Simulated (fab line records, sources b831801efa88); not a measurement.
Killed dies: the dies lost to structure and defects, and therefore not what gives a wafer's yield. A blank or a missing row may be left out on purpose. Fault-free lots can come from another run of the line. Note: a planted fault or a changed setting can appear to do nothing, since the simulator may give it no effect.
The tool behind it: which one? -- flow sky130 -- Sampling: 15 lots, 45 wafers, 2 of 708 route steps

## WHAT THE GAUGES READ, wafer by wafer
The record holds no reading of a measuring or inspecting step that can be judged against a usual standard deviation.

## EACH LOT AND THE TOOL THAT RAN IT (in order: tool; ch and the chambers of the sampled wafers; start)
lot,SKY_FIELD_ISO_SOFTBAKE_09,SKY_PAD_OPEN_PROBE_99
L433,"litho-track-03 ch 0, day 1 21:00",-
L434,"litho-track-02 ch 0, day 2 02:00",-
L435,"litho-track-02 ch 0, day 2 08:00","prober-01, day 45 17:05"
L436,"litho-track-01 ch 0, day 2 12:00","prober-02, day 45 20:10"
L437,"litho-track-03 ch 0, day 2 16:00",-
L438,"litho-track-02 ch 0, day 2 23:00",-
L439,"litho-track-01 ch 0, day 3 04:00","prober-01, day 46 17:23"
L440,"litho-track-02 ch 0, day 3 08:00","prober-02, day 46 23:00"
L441,"litho-track-02 ch 0, day 3 16:00","prober-01, day 47 11:08"
L443,"litho-track-03 ch 0, day 4 13:00","prober-01, day 48 10:22"
L442,"litho-track-01 ch 0, day 4 14:00","prober-02, day 48 09:47"
L444,"litho-track-02 ch 0, day 4 14:00","prober-02, day 48 11:19"
L446,"litho-track-03 ch 0, day 4 20:00",-
L451,"litho-track-03 ch 0, day 5 18:00",-
L452,"litho-track-03 ch 0, day 5 21:00","prober-02, day 49 22:28"
- SKY_FIELD_ISO_SOFTBAKE_09: time 90 s.
- SKY_PAD_OPEN_PROBE_99

## AS READ BY THE TOOLS THEMSELVES (means over the sampled wafers that have a number; for cases with no such wafer, the mark the record gives instead)
SKY_FIELD_ISO_SOFTBAKE_09. Usual: heater-power-total-W 57.36 W, standard deviation 0.11; plate-temp-C 100.00 C, standard deviation 0.14.
lot,tool,heater-power-total-W (W),plate-temp-C (C),flag
L433,litho-track-03,57.37,100.11,
L434,litho-track-02,57.40,100.11,
L435,litho-track-02,57.49,100.12,
L436,litho-track-01,57.29,99.94,
L437,litho-track-03,57.33,99.96,
L438,litho-track-02,57.44,100.09,
L439,litho-track-01,57.35,99.95,
L440,litho-track-02,57.29,100.11,
L441,litho-track-02,57.44,99.76,
L443,litho-track-03,57.42,99.97,
L442,litho-track-01,57.29,99.79,
L444,litho-track-02,57.41,100.07,
L446,litho-track-03,57.92,100.62,OFF
L451,litho-track-03,57.98,100.63,OFF
L452,litho-track-03,57.97,100.81,OFF

SKY_PAD_OPEN_PROBE_99. Usual: killed_at_M0_to_M3 44, standard deviation 7.2; killed_at_M4_up 3.1, standard deviation 1.8; killed-at-contacts 24, standard deviation 4.5; killed-at-front-end 16, standard deviation 4.4; killed-at-other 0.2, standard deviation 0.42; killed-dies 87, standard deviation 8.9; killed-open 48, standard deviation 6.4; killed-short 39, standard deviation 6.2.
lot,tool,killed_at_M0_to_M3,killed_at_M4_up,killed-at-contacts,killed-at-front-end,killed-at-other,killed-dies,killed-open,killed-short,flag
L435,prober-01,58,3.0,23,12,0.3,96,57,39,
L436,prober-02,37,1.7,24,22,1.0,85,47,38,
L439,prober-01,41,2.0,24,25,0.7,92,46,46,
L440,prober-02,42,1.7,25,18,0.0,87,49,39,
L441,prober-01,40,5.0,23,12,0.0,80,43,37,
L443,prober-01,41,3.7,27,14,0.0,86,47,39,
L442,prober-02,45,2.7,27,12,0.0,86,43,43,
L444,prober-02,47,3.0,21,17,0.3,88,49,39,
L452,prober-02,54,1.0,11,14,1.0,81,49,32,

## THE ANSWER, worked out from the rows above alone
Rule: lot off if the mean of its wafers having a number is beyond 3 standard deviations from the usual mean. A lot without any number at a reading at which 4 lots or more have one is off too. Any other lot the step has rows for is counted as sound. The gauges are gone through in route order, then the tools' own readings, and for those a lot's mean is taken as printed above. The first step at which some lot is off is used, and at that step the reading that is off furthest; a lot without a number counts as furthest.
Off, at SKY_FIELD_ISO_SOFTBAKE_09 on plate-temp-C: L446, L451, L452.
If a tool, at that step or one of the process steps before it, ran each lot that is off and ran no sound lot following the first of them, it fits. One fits: SKY_FIELD_ISO_SOFTBAKE_09 on litho-track-03. Its last sound lot is L443 (day 4 13:00), its first lot that is off L446 (day 4 20:00): a fault that began between those two fits.
The tool's own readings at SKY_FIELD_ISO_SOFTBAKE_09 bear it out: on the lots that are off they differ by more than 5 times the standard deviation of the sound lots' means. heater-power-total-W reads 57.96 W there against 57.38 W on the sound lots; plate-temp-C reads 100.69 C there against 100.00 C on the sound lots.

## WHAT THE SIMULATOR HAD PUT IN
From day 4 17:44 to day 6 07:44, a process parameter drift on litho-track-03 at SKY_FIELD_ISO_SOFTBAKE_09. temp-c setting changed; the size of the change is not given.
Lots struck among those shown: L446, L451, L452. The rule given above showed the same thing.
